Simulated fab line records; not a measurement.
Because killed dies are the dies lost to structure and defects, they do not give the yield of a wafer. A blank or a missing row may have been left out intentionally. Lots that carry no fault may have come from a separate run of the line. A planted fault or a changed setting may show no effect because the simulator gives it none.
What tool caused it? / flow gf180mcu / route of 602 steps, sampled at 1 step: 12 lots, 36 wafers

## WHAT EACH GAUGE READ, for each wafer
GF_M4_CD_MEAS_14: target cd 280 nm.
lot=L782; measured=day 22 15:10; on=cdSem-01; cdNm (nm)=282.7 283.1 282.6
lot=L783; measured=day 23 00:41; on=cdSem-01; cdNm (nm)=280.4 280.8 280.7
lot=L790; measured=day 26 00:34; on=cdSem-02; cdNm (nm)=278.7 279.3 278.3
lot=L791; measured=day 26 02:10; on=cdSem-01; cdNm (nm)=277.6 278.0 279.5
lot=L792; measured=day 26 04:31; on=cdSem-02; cdNm (nm)=280.7 280.8 280.9
lot=L793; measured=day 26 11:53; on=cdSem-02; cdNm (nm)=280.4 280.9 281.9
lot=L794; measured=day 26 23:32; on=cdSem-01; cdNm (nm)=281.0 280.5 281.3
lot=L795; measured=day 27 14:02; on=cdSem-01; cdNm (nm)=281.2 280.5 280.9
lot=L797; measured=day 28 03:22; on=cdSem-02; cdNm (nm)=278.7 280.0 279.5
lot=L801; measured=day 29 02:34; on=cdSem-02; cdNm (nm)=277.5 278.5 278.8
lot=L804; measured=day 29 22:49; on=cdSem-01; cdNm (nm)=280.3 280.1 281.0
lot=L805; measured=day 30 05:59; on=cdSem-02; cdNm (nm)=279.8 279.0 280.1

## TOOL THAT RAN EACH LOT (tool first, then ch and the chambers of the sampled wafers, then the start)
There is no process step in the record ahead of these readings.

## AS READ BY THE TOOLS THEMSELVES (means over the sampled wafers that have a number; for cases with no such wafer, the mark the record gives instead)
The record holds no such reading with a usual standard deviation.

## THE ANSWER, worked out from the rows above alone
Rule: the lots themselves supply what counts as usual. The widest of any qualifying gaps counts: lots, ordered by their means at a reading, are off when they make up no more than a third of the lots, leave a main group of 4 or more, and stand apart from it by 3 or more times the standard deviation of that group's means. A main group is skipped when, at the precision printed for the reading in the tables above, its means are all equal. Also off: a lot with no number at a reading for which 4 or more lots have one. The other lots that the step has rows for count as sound. First the gauges in route order, then the tools' own readings, where a lot's mean is used as printed above. At the first step where some lot is off, the reading lying furthest off is the one used; lots without a number count as furthest.
Nothing can be told from this: no lot is off at any reading shown.

## WHAT THE SIMULATOR PUT IN
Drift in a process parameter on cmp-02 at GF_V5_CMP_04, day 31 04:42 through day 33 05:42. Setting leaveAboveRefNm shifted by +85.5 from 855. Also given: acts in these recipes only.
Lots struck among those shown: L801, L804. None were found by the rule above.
